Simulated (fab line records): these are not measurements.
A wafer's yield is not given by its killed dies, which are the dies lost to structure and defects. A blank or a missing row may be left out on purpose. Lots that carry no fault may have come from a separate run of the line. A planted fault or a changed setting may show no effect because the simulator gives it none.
The tool behind it: which one? + flow sky130 + 11 lots, 33 wafers sampled, at 5 steps of a route of 708

## WHAT THE GAUGES READ, wafer by wafer
SKY_FIELD_ISO_THK_MEAS_23. Usual: FIELD_ISO_OXIDATION_01_THK gives 9.07 nm (standard deviation 0.17).
| lot  | measured    | on            | FIELD_ISO_OXIDATION_01_THK (nm) | flag |
|------|-------------|---------------|---------------------------------|------|
| L453 | day 2 07:19 | film-metro-01 | 9.50 9.46 9.42                  |      |
| L454 | day 2 13:40 | film-metro-01 | 9.33 9.28 9.26                  |      |
| L456 | day 3 00:30 | film-metro-03 | 8.92 8.94 9.25                  |      |
| L457 | day 3 13:04 | film-metro-04 | 8.90 9.12 9.02                  |      |
| L461 | day 4 05:52 | film-metro-04 | 9.06 9.24 9.19                  |      |
| L466 | day 5 03:33 | film-metro-04 | 9.23 9.24 9.16                  |      |
| L467 | day 5 11:38 | film-metro-04 | 8.88 9.02 8.99                  |      |
| L469 | day 5 18:37 | film-metro-04 | 9.05 9.01 9.10                  |      |
| L471 | day 6 09:58 | film-metro-03 | 9.13 9.01 9.00                  |      |
| L473 | day 7 01:36 | film-metro-01 | 9.10 8.86 9.16                  |      |
| L476 | day 7 09:44 | film-metro-04 | 8.97 9.15 9.04                  |      |

SKY_PWDE_TW_MEAS_10. Usual: PWDE_TW gives 376.1 (standard deviation 2.7).
| lot  | measured    | on            | PWDE_TW              | flag |
|------|-------------|---------------|----------------------|------|
| L453 | day 3 18:04 | film-metro-03 | 379.9 379.0 377.4    |      |
| L454 | day 4 05:00 | film-metro-03 | 377.7 378.7 376.9    |      |
| L456 | day 5 02:04 | film-metro-04 | 376.3 378.7 377.8    |      |
| L457 | day 5 14:15 | film-metro-02 | 372.3 374.3 371.6    |      |
| L461 | day 5 22:50 | film-metro-02 | 373.2 375.8 375.1    |      |
| L466 | day 7 01:32 | film-metro-04 | 376.0 376.7 377.7    |      |
| L467 | day 7 05:56 | film-metro-02 | 1123.3 1120.5 1123.4 | OFF  |
| L469 | day 7 13:28 | film-metro-04 | 1137.3 1136.4 1127.8 | OFF  |
| L471 | day 8 16:21 | film-metro-04 | 377.2 374.2 373.8    |      |
| L473 | day 9 00:31 | film-metro-04 | 377.9 377.4 378.7    |      |
| L476 | day 9 09:53 | film-metro-04 | 377.3 377.2 377.3    |      |

SKY_NWELL_TW_MEAS_15. Usual: NWELL_TW gives 1831 (standard deviation 15).
| lot  | measured     | on            | NWELL_TW       | flag |
|------|--------------|---------------|----------------|------|
| L453 | day 4 10:19  | film-metro-04 | 1848 1850 1847 |      |
| L454 | day 4 22:06  | film-metro-04 | 1842 1837 1841 |      |
| L456 | day 5 20:56  | film-metro-04 | 1826 1831 1820 |      |
| L457 | day 6 09:19  | film-metro-03 | 1829 1830 1830 |      |
| L461 | day 6 17:23  | film-metro-04 | 1855 1849 1851 |      |
| L466 | day 7 21:10  | film-metro-02 | 1806 1816 1805 |      |
| L467 | day 8 01:59  | film-metro-03 | 1959 1955 1940 | OFF  |
| L469 | day 8 09:37  | film-metro-04 | 1953 1953 1947 | OFF  |
| L471 | day 9 13:48  | film-metro-02 | 1808 1809 1815 |      |
| L473 | day 9 21:47  | film-metro-03 | 1829 1830 1827 |      |
| L476 | day 10 08:32 | film-metro-02 | 1820 1821 1824 |      |

SKY_NWELL_TW_MEAS_26. Usual: NWELL_2_TW gives 500 (standard deviation 3.1).
| lot  | measured     | on            | NWELL_2_TW     | flag |
|------|--------------|---------------|----------------|------|
| L453 | day 5 03:23  | film-metro-04 | 501 503 503    |      |
| L454 | day 5 16:14  | film-metro-03 | 502 503 502    |      |
| L456 | day 6 15:58  | film-metro-02 | 494 493 493    |      |
| L457 | day 7 04:15  | film-metro-03 | 502 500 503    |      |
| L461 | day 7 11:53  | film-metro-04 | 500 500 498    |      |
| L466 | day 8 17:59  | film-metro-04 | 503 499 501    |      |
| L467 | day 8 22:32  | film-metro-04 | 1151 1145 1145 | OFF  |
| L469 | day 9 06:21  | film-metro-02 | 1132 1134 1135 | OFF  |
| L471 | day 10 12:51 | film-metro-04 | 502 500 504    |      |
| L473 | day 10 20:35 | film-metro-02 | 497 497 496    |      |
| L476 | day 11 07:59 | film-metro-04 | 504 504 502    |      |

## WHICH TOOL RAN EACH LOT (tool, then ch and the chambers of the sampled wafers, then the start)
| lot  | SKY_DNWELL_COAT_02               |
|------|----------------------------------|
| L453 | litho-track-02 ch 0, day 2 19:23 |
| L454 | litho-track-01 ch 0, day 3 06:14 |
| L456 | litho-track-04 ch 0, day 4 00:47 |
| L457 | litho-track-04 ch 0, day 4 10:32 |
| L461 | litho-track-04 ch 0, day 4 19:46 |
| L466 | litho-track-02 ch 0, day 5 21:17 |
| L467 | litho-track-01, day 6 02:10      |
| L469 | litho-track-04, day 6 08:34      |
| L471 | litho-track-04 ch 0, day 7 08:50 |
| L473 | litho-track-02 ch 0, day 7 16:47 |
| L476 | litho-track-04 ch 0, day 8 01:52 |
- SKY_DNWELL_COAT_02: resist thk 3000 nm.

## WHAT THE TOOLS THEMSELVES READ (means of the sampled wafers that have a number; where no wafer has one, the mark that the record gives instead)
SKY_DNWELL_COAT_02. Usual: chill-plate-temp-C 23.00 C, standard deviation 0.11; dispense-pressure-kPa 47.9 kPa, standard deviation 2.4.
| lot  | tool           | chill-plate-temp-C (C) | dispense-pressure-kPa (kPa) | flag |
|------|----------------|------------------------|-----------------------------|------|
| L453 | litho-track-02 | 22.97                  | 50.0                        |      |
| L454 | litho-track-01 | 23.08                  | 50.5                        |      |
| L456 | litho-track-04 | 23.02                  | 45.5                        |      |
| L457 | litho-track-04 | 22.99                  | 45.5                        |      |
| L461 | litho-track-04 | 22.94                  | 45.5                        |      |
| L466 | litho-track-02 | 22.96                  | 50.0                        |      |
| L467 | litho-track-01 | -                      | -                           | OFF  |
| L469 | litho-track-04 | -                      | -                           | OFF  |
| L471 | litho-track-04 | 23.05                  | 45.5                        |      |
| L473 | litho-track-02 | 23.06                  | 50.1                        |      |
| L476 | litho-track-04 | 22.96                  | 45.5                        |      |

## THE ANSWER, worked out from the rows above alone
Rule: a lot counts as off when the mean over its wafers that have a number is more than 3 standard deviations away from the usual mean. Also off: a lot with no number at a reading for which 4 or more lots have one. Any other lot the step has rows for is counted as sound. The gauges are gone through in route order, then the tools' own readings, and for those a lot's mean is taken as printed above. The first step at which some lot is off is used, and at that step the reading that is off furthest; a lot without a number counts as furthest.
Off: at SKY_PWDE_TW_MEAS_10 (PWDE_TW), L467, L469.
A tool fits if, at a process step before that reading, it ran every lot that is off, and no sound lot after the first of them. Not tried: the gauges at SKY_PWDE_TW_MEAS_10; whatever is off there is also off at SKY_DNWELL_COAT_02, on other tools, and gauge error can't account for it. No candidate that was tried fits.

## WHAT THE SIMULATOR HAD INSERTED
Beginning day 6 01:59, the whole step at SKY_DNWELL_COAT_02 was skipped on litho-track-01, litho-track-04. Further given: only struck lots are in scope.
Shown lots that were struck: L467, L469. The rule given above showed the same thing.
